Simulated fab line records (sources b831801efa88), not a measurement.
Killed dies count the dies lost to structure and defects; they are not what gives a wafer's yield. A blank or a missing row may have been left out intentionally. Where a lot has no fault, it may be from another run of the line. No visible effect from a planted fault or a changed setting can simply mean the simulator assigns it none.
A struck lot beside a sound one + flow sky130 + 17 out of 708 route steps
Sound: the wafers L420.1, L420.5, L420.6. Struck: wafers L414.2, L414.5, L414.6. At the end, the cause is stated.
At each step with rows: each side's tool, then ch and its chambers, then its first start. Under that, the readings that differ: sound wafers + struck wafers + difference of the means + sigmas: that difference in standard deviations of wafers without a fault.
alike: same words and numbers on both sides, and readings whose means sit less than 2 such deviations apart. not compared: any withheld reading, any reading some wafer has no value for, any bound like >300 that may hide the same value, and any number with overlapping values for which the record gives no deviation.
Wherever a step has rows on one side only, a row that says differs or no value, or a row with sigmas, the two part there. When numbers do not overlap yet have no deviation, they are printed without sigmas and do not part them. A reading missing from all wafers of one side parts the sides only when that side holds two or more wafers.

SKY_LI_CONTACT_CMP_02: polishes PSG.
  sound on cmp-01 ch 0,1, day 34 16:45; struck on cmp-02 ch 1,2, day 32 20:21
  alike: edge_zone_pressure_frac, motor_current_A, slurry_flow_ml_min, time_to_endpoint_s
SKY_LI_CONTACT_BOW_MEAS_03:
  sound on film_metro-03, day 34 17:03; struck on film_metro-01, day 32 20:37
  alike: LI_CONTACT_BOW
then, 8 steps without rows for these wafers: SKY_LI_CONTACT_DEHYDRATE_04 (time 60 s); SKY_LI_CONTACT_HMDS_05 (prime time 60 s); SKY_LI_CONTACT_COAT_06 (resist thk 60 nm); SKY_LI_CONTACT_COAT_07 (resist thk 450 nm); SKY_LI_CONTACT_SOFTBAKE_08 (time 90 s); SKY_LI_CONTACT_EXPOSE_09 (exposes mask LICM1, target cd 170 nm); SKY_LI_CONTACT_PEB_10; SKY_LI_CONTACT_DEVELOP_11 (develop time 60 s).
SKY_LI_CONTACT_CD_MEAS_12: target cd 170 nm.
  sound on cd_sem-02, day 35 20:40; struck on cd_sem-01, day 33 23:15
  alike: cd_nm
SKY_LI_CONTACT_OVL_MEAS_13:
  sound on overlay-01, day 35 20:47; struck on overlay-01, day 33 23:22
  alike: LI_CONTACT_OVL
SKY_LI_CONTACT_ETCH_14: etches BARC in N2/H2, stops on SiO2, time 45.9 s, target depth 60 nm.
  sound on rie_diel-04 ch 0,1, day 35 20:50; struck on rie_diel-04 ch 0,1,2, day 33 23:23
  no value came back on the struck wafers for any of 5 readings (bias_w (W), chamber_pressure_mTorr (mTorr) and others); on the sound wafers bias_w (W) reads 99.8 99.6 100.5
| reading                                           | sound             | struck          | difference | sigmas |
|---------------------------------------------------|-------------------|-----------------|------------|--------|
| model.KrF-thick_of_LI_CONTACT_COAT_07.thk_nm (nm) | 393.5 393.2 391.6 | 434.9 435.5 436 | +42.7      |        |
  not compared: rf_hours_counter_h
SKY_LI_CONTACT_ETCH_15: etches PSG in C4F8/O2/Ar, stops on Si, target depth 600 nm.
  sound on rie_diel-04 ch 0,1, day 35 20:52; struck on rie_diel-04 ch 0,1,2, day 33 23:26
| reading                                           | sound             | struck            | difference | sigmas      |
|---------------------------------------------------|-------------------|-------------------|------------|-------------|
| oes_product_au (a.u.)                             | 0.838 0.833 0.836 | 0.376 0.382 0.377 | -0.457     | -99 or more |
| model.KrF-thick_of_LI_CONTACT_COAT_07.thk_nm (nm) | 230.3 231 225.3   | 266 270.2 272.3   | +41        |             |
  alike: bias_w, chamber_pressure_mTorr
SKY_LI_CONTACT_STRIP_16: strips in O2/N2.
  sound on plasma_asher-02 ch 0,1, day 35 20:57; struck on plasma_asher-03 ch 0,1, day 33 23:31
| reading                      | sound             | struck            | difference | sigmas |
|------------------------------|-------------------|-------------------|------------|--------|
| oes_product_au (a.u.)        | 0.379 0.380 0.373 | 0.395 0.390 0.382 | +0.012     | +2     |
| strip_time_to_endpoint_s (s) | 3.48 3.49 3.42    | 3.87 3.90 3.93    | +0.44      | +9     |
  alike: chamber_pressure_mTorr, drypump_motor_current_A
  not compared: rf_hours_counter_h
then, 1 step without rows for these wafers: SKY_LI_CONTACT_CLEAN_17 (cleans in NMP, time 600 s).
-- record jumps: 15 days separate the struck wafers' starts on either side; left off in module LI_CONTACT, taken up again in module PAD_OPEN, whose first shown step is the route's number 708 --
SKY_PAD_OPEN_PROBE_99:
  sound on prober-02, day 50 13:22; struck on prober-02, day 49 08:14
| reading            | sound     | struck      | difference | sigmas |
|--------------------|-----------|-------------|------------|--------|
| killed_at_M0_to_M3 | 45 49 46  | 202 217 206 | +162       | +24    |
| killed_at_M4_up    | 3 1 1     | 51 61 54    | +54        | +28    |
| killed_at_contacts | 27 30 17  | 153 151 156 | +129       | +24    |
| killed_at_other    | 0 1 1     | 63 53 59    | +58        | +92    |
| killed_dies        | 84 104 89 | 492 492 492 | +400       | +45    |
| killed_on_rim      | 15 17 16  | 96 96 96    | +80        | +22    |
  alike: killed_at_front_end, killed_open, killed_short

## WHERE THEY PART
Last at SKY_PAD_OPEN_PROBE_99 as far as this record goes, first at SKY_LI_CONTACT_ETCH_14.

WHY: what had been put in by the simulator
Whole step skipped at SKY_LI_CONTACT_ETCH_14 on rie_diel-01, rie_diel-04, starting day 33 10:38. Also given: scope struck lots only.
